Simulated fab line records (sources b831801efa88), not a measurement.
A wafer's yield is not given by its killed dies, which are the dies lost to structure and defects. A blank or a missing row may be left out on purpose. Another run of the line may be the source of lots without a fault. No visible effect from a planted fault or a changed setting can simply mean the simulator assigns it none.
Matching of chambers	flow sfq line	4 sister chambers for SFQ_TRILAYER_I1_VIA_ETCH_VIA_ETCH_052 on rie diel-03
The step etches SiO2 in CHF3, stops on Nb, target depth 260 nm. 14 wafers are shown with their chamber, then 7 later ones without.

WAFERS PAIRED WITH THEIR CHAMBERS
wafer	chamber	drypump motor current A (A)	rf fwd power W (W)	oes product au (a.u.)
L685.1	1	6.0	500.9	0.852
L685.2	3	5.7	497.6	0.862
L685.3	2	5.4	497.9	0.861
L686.1	3	5.8	498.4	0.842
L686.2	0	6.4	497.4	0.853
L686.3	1	6.0	497.6	0.851
L689.1	2	5.4	499.8	0.849
L689.3	3	5.8	495.0	0.853
L689.4	0	6.5	498.3	0.849
L690.2	1	6.0	498.6	0.856
L690.4	3	5.8	497.6	0.848
L690.5	3	5.8	495.9	0.845
L691.2	0	6.5	495.3	0.849
L691.4	2	5.4	498.9	0.853

SIGNATURES, as means of the wafers listed above
reading	chamber 0	chamber 1	chamber 2	chamber 3	scatter within a chamber
drypump motor current A	6.467	6.000	5.400	5.780	0.0383
rf fwd power W	497.000	499.033	498.867	496.900	1.42
oes product au	0.85033	0.85300	0.85433	0.85000	0.00588
Rule: a wafer's distance from a chamber is the root of the sum, over the readings, of the square of ((its reading less the chamber's mean) divided by the reading's scatter). The wafer belongs to the nearest chamber; if the next one is less than 2 further off, it can't be placed. The scatter is the square root of a quotient: the sum, over the shown wafers, of each reading's squared deviation from its chamber's mean, divided by wafers minus chambers.

WAFERS WITH NO CHAMBER GIVEN
wafer	drypump motor current A (A)	rf fwd power W (W)	oes product au (a.u.)
L691.5	6.0	499.5	0.860
L695.1	5.4	500.2	0.858
L695.2	6.0	498.8	0.852
L695.5	5.4	500.3	0.852
L700.2	5.7	499.7	0.856
L700.4	6.0	499.4	0.850
L700.6	5.4	500.4	0.850

EACH ONE'S CHAMBER
wafer	from the rows above	in truth
L691.5	1	1
L695.1	2	2
L695.2	1	1
L695.5	2	2
L700.2	3	3
L700.4	1	1
L700.6	2	2
7 of 7 placed correctly. Number that these rows cannot place: 0. Wrongly placed: 0.
